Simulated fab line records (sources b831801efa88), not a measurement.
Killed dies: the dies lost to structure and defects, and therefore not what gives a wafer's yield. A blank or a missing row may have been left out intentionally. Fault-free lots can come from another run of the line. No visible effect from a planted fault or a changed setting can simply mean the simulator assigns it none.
Problem report in the 8D (eight disciplines) form, filled by code	flow sky130	the parts of the form that need people (team, actions taken, sign-off) are left out

1. THE ISSUE
Mean of runLengthS at SKY_FIELD_ISO_ETCH_17: 100.2 s across 2 wafers in 2 lots; on wafers with no fault it is 126.1 s (standard deviation 0.35). That is -74 standard deviations from the usual mean.
The step: etches Si in HBr/Cl2/O2, target depth 342 nm, time 97.7 s.
First observed at day 5 12:29: wafer L507.1, on rieSi-01. Wafers with a number at this step in the record: 17, from 6 lots. The rule behind "out" and "out of limits": a value lying over 4 standard deviations away from the usual mean. All remaining wafers that have a number are taken as sound.

2. WHAT IT IS AND WHAT IT IS NOT
question	is	is not
which readings at this step	runLengthS	drypumpMotorCurrentA, oesProductAu, throttleValvePct
which lots	L507, L508	L495, L499, L512, L514
which wafers of those lots	L507.1, L508.1	L507.2, L507.3, L508.2
read on which tools	rieSi-01	rieSi-02
when	from day 5 12:29	up to then (8 sound wafers); but 7 sound wafers of L508, L512, L514 came after

3. WHAT RULES OUT EACH SUSPECT
Counting: if a tool at a process step up to the reading ran every lot that is out, it stays a suspect. Sound lots after the first of them don't rule it out here, since some wafers of a struck lot are sound.
- plasmaAsher-02 at SKY_FIELD_ISO_STRIP_16 (strips in O2/N2): kept. It ran every lot that is out, first L507 (day 5 12:23).
- rieSi-01 at SKY_FIELD_ISO_ETCH_17 (etches Si in HBr/Cl2/O2, target depth 342 nm, time 97.7 s): kept. It ran every lot that is out, first L507 (day 5 12:29); its last sound lot up to then is L499 (day 3 19:56). Its own readings are out on those wafers: runLengthS.
The count leaves rieSi-01 at SKY_FIELD_ISO_ETCH_17 and plasmaAsher-02 at SKY_FIELD_ISO_STRIP_16.

4. THE CAUSE (what the simulator had put in)
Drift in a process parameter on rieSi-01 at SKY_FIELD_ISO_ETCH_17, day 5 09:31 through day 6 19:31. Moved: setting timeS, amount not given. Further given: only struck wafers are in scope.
This tool is one of the 2 suspects left after counting.

5. THE CHAIN OF EFFECTS, in route order
Rows list readings where the struck wafers' mean (over those with a number) sits beyond 3 standard deviations from the usual. Only readings whose record carries a usual standard deviation are examined. hours: median over the lots of the time between each lot's start at the first step of this table that gives one and its start at this step. sigmas: the change, counted in usual standard deviations.
hours	step	reading	usual	on struck wafers	change	sigmas
0	SKY_FIELD_ISO_ETCH_17	runLengthS	126.1 s	100.2	-25.9	-74
Here are the process steps it includes:
- SKY_FIELD_ISO_ETCH_17: etches Si in HBr/Cl2/O2, target depth 342 nm, time 97.7 s.
Readings that are blank on the struck wafers while sound wafers have them: biasW at SKY_FIELD_ISO_ETCH_17.
Later steps that measure or inspect, where all struck wafers having a row at the step show a number for every such reading and not one has moved that far: SKY_FIELD_ISO_THK_MEAS_23, SKY_FIELD_ISO_THK_MEAS_25.

6. WHAT WOULD HAVE CAUGHT IT SOONER
3 hours passed between the start of the fault at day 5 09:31 and the first reading out of limits in this record, taken at day 5 12:29.
